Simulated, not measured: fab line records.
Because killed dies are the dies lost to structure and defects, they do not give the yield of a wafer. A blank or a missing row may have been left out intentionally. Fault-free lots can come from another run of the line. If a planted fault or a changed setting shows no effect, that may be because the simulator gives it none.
Which of the tools did it? | flow gf180mcu | 39 wafers from 13 lots sampled at 4 of the route's 602 steps

WHAT THE GAUGES READ, wafer by wafer
GF_DNWELL_TW_MEAS_09. Usual: DNWELL_TW typically reads 1355, with standard deviation 11.
lot  | measured    | on            | DNWELL_TW      | flag
L605 | day 2 19:04 | film_metro-02 | 1354 1355 1357 |
L606 | day 2 23:52 | film_metro-01 | 1348 1355 1357 |
L607 | day 3 04:36 | film_metro-01 | 1368 1368 1368 |
L608 | day 3 10:42 | film_metro-01 | 1376 1382 1380 |
L614 | day 4 20:49 | film_metro-02 | 1355 1364 1359 |
L615 | day 5 01:07 | film_metro-02 | 1343 1341 1342 |
L618 | day 5 16:35 | film_metro-03 | 1350 1348 1353 |
L619 | day 5 21:05 | film_metro-01 | 1357 1359 1354 |
L620 | day 6 02:35 | film_metro-01 | 1360 1356 1360 |
L623 | day 6 19:29 | film_metro-01 | 1371 1372 1380 |
L624 | day 7 01:46 | film_metro-01 | 1370 1368 1371 |
L625 | day 7 07:34 | film_metro-02 | 1352 1345 1350 |
L628 | day 7 22:54 | film_metro-02 | 1348 1350 1343 |

GF_VT_IMPLANT_TW_MEAS_21. Usual: VT_IMPLANT_2_TW typically reads 1221, with standard deviation 8.2.
lot  | measured     | on            | VT_IMPLANT_2_TW | flag
L605 | day 6 08:32  | film_metro-04 | 1224 1221 1228  |
L606 | day 6 13:54  | film_metro-02 | 1211 1217 1220  |
L607 | day 6 18:37  | film_metro-04 | 1221 1221 1219  |
L608 | day 7 02:35  | film_metro-04 | 1231 1230 1232  |
L614 | day 8 18:05  | film_metro-01 | 1153 1156 1154  | OFF
L615 | day 8 22:58  | film_metro-02 | 1215 1208 1209  |
L618 | day 9 19:11  | film_metro-01 | 1148 1145 1150  | OFF
L619 | day 10 00:54 | film_metro-02 | 1211 1209 1210  |
L620 | day 10 07:38 | film_metro-04 | 1226 1219 1224  |
L623 | day 11 01:19 | film_metro-02 | 1210 1205 1210  |
L624 | day 11 08:41 | film_metro-04 | 1234 1229 1235  |
L625 | day 11 16:24 | film_metro-01 | 1216 1216 1210  |
L628 | day 12 10:04 | film_metro-02 | 1215 1212 1206  |

TOOL THAT RAN EACH LOT (tool first, then ch and the chambers of the sampled wafers, then the start)
lot  | GF_STI_CMP_25                | GF_VT_IMPLANT_IMPLANT_19
L605 | cmp-02 ch 1,3, day 2 03:53   | implanter-01 ch 0, day 6 08:19
L606 | cmp-01 ch 1,3, day 2 09:18   | implanter-01 ch 0, day 6 13:37
L607 | cmp-01 ch 1,2,3, day 2 13:57 | implanter-02 ch 0, day 6 18:23
L608 | cmp-02 ch 0,3, day 2 18:57   | implanter-01 ch 0, day 7 02:20
L614 | cmp-01 ch 0,1,3, day 4 03:53 | implanter-02 ch 0, day 8 17:52
L615 | cmp-01 ch 2,3, day 4 07:41   | implanter-04 ch 0, day 8 22:46
L618 | cmp-01 ch 0,1,2, day 4 22:56 | implanter-02 ch 0, day 9 18:58
L619 | cmp-02 ch 0,1,3, day 5 04:11 | implanter-04 ch 0, day 10 00:39
L620 | cmp-01 ch 1,2,3, day 5 08:11 | implanter-01 ch 0, day 10 07:23
L623 | cmp-02 ch 1,2, day 6 00:08   | implanter-04 ch 0, day 11 01:06
L624 | cmp-01 ch 1,3, day 6 07:50   | implanter-01 ch 0, day 11 08:27
L625 | cmp-02 ch 0,1, day 6 12:21   | implanter-01 ch 0, day 11 16:09
L628 | cmp-01 ch 1,2, day 7 03:55   | implanter-02 ch 0, day 12 09:51
- GF_STI_CMP_25: polishes, stops on Si3N4, t overpolish 33 s, target thk 524.6 nm.
- GF_VT_IMPLANT_IMPLANT_19

AS READ BY THE TOOLS THEMSELVES (means over the sampled wafers that have a number; for cases with no such wafer, the mark the record gives instead)
GF_STI_CMP_25. Usual: motor_current_A 12.1 A, standard deviation 1; overpolish_run_s 32.999 s, standard deviation 0.0093; time_to_endpoint_s 123 s, standard deviation 4.6.
lot  | tool   | motor_current_A (A) | overpolish_run_s (s) | time_to_endpoint_s (s) | flag
L605 | cmp-02 | 11.2                | 32.999               | 124                    |
L606 | cmp-01 | 12.1                | 33.000               | 123                    |
L607 | cmp-01 | 11.6                | 32.998               | 119                    |
L608 | cmp-02 | 13.3                | 32.993               | 118                    |
L614 | cmp-01 | 11.7                | 33.005               | 127                    |
L615 | cmp-01 | 12.4                | 32.998               | 126                    |
L618 | cmp-01 | 11.9                | 32.992               | 126                    |
L619 | cmp-02 | 12.1                | 32.999               | 125                    |
L620 | cmp-01 | 11.7                | 32.996               | 117                    |
L623 | cmp-02 | 11.3                | 32.996               | 126                    |
L624 | cmp-01 | 11.1                | 32.999               | 124                    |
L625 | cmp-02 | 13.0                | 33.005               | 123                    |
L628 | cmp-01 | 11.1                | 33.002               | 121                    |

GF_VT_IMPLANT_IMPLANT_19. Usual: dose_ions_cm2 4.35e+12, standard deviation 5.2e+09; faraday_current_uA 24.5, standard deviation 0.54.
lot  | tool         | dose_ions_cm2 | faraday_current_uA | flag
L605 | implanter-01 | 4.35e+12      | 24.0               |
L606 | implanter-01 | 4.35e+12      | 24.1               |
L607 | implanter-02 | 4.35e+12      | 24.3               |
L608 | implanter-01 | 4.35e+12      | 24.2               |
L614 | implanter-02 | 3.56e+12      | 20.4               | OFF
L615 | implanter-04 | 4.35e+12      | 24.1               |
L618 | implanter-02 | 3.55e+12      | 20.5               | OFF
L619 | implanter-04 | 4.35e+12      | 24.8               |
L620 | implanter-01 | 4.36e+12      | 24.7               |
L623 | implanter-04 | 4.35e+12      | 25.4               |
L624 | implanter-01 | 4.35e+12      | 24.4               |
L625 | implanter-01 | 4.36e+12      | 25.0               |
L628 | implanter-02 | 4.35e+12      | 24.7               |

THE ANSWER, worked out from the rows above alone
Rule: a lot counts as off when the mean over its wafers that have a number is more than 3 standard deviations away from the usual mean. A lot without any number at a reading at which 4 lots or more have one is off too. Any other lot the step has rows for is counted as sound. After the gauges, taken in route order, come the tools' own readings; for these a lot's mean is taken, as printed above. At the first step where some lot is off, the reading lying furthest off is the one used; lots without a number count as furthest.
Off: at GF_VT_IMPLANT_TW_MEAS_21 (VT_IMPLANT_2_TW), L614, L618.
If a tool, at a process step before that reading, ran all the lots that are off and no sound lot after the first of them, it fits. The gauges at GF_VT_IMPLANT_TW_MEAS_21 aren't tried: what is off there is off at GF_VT_IMPLANT_IMPLANT_19 too, on other tools, and a gauge's error can't cause that. None of those tried fits.

WHAT HAD BEEN PUT IN BY THE SIMULATOR
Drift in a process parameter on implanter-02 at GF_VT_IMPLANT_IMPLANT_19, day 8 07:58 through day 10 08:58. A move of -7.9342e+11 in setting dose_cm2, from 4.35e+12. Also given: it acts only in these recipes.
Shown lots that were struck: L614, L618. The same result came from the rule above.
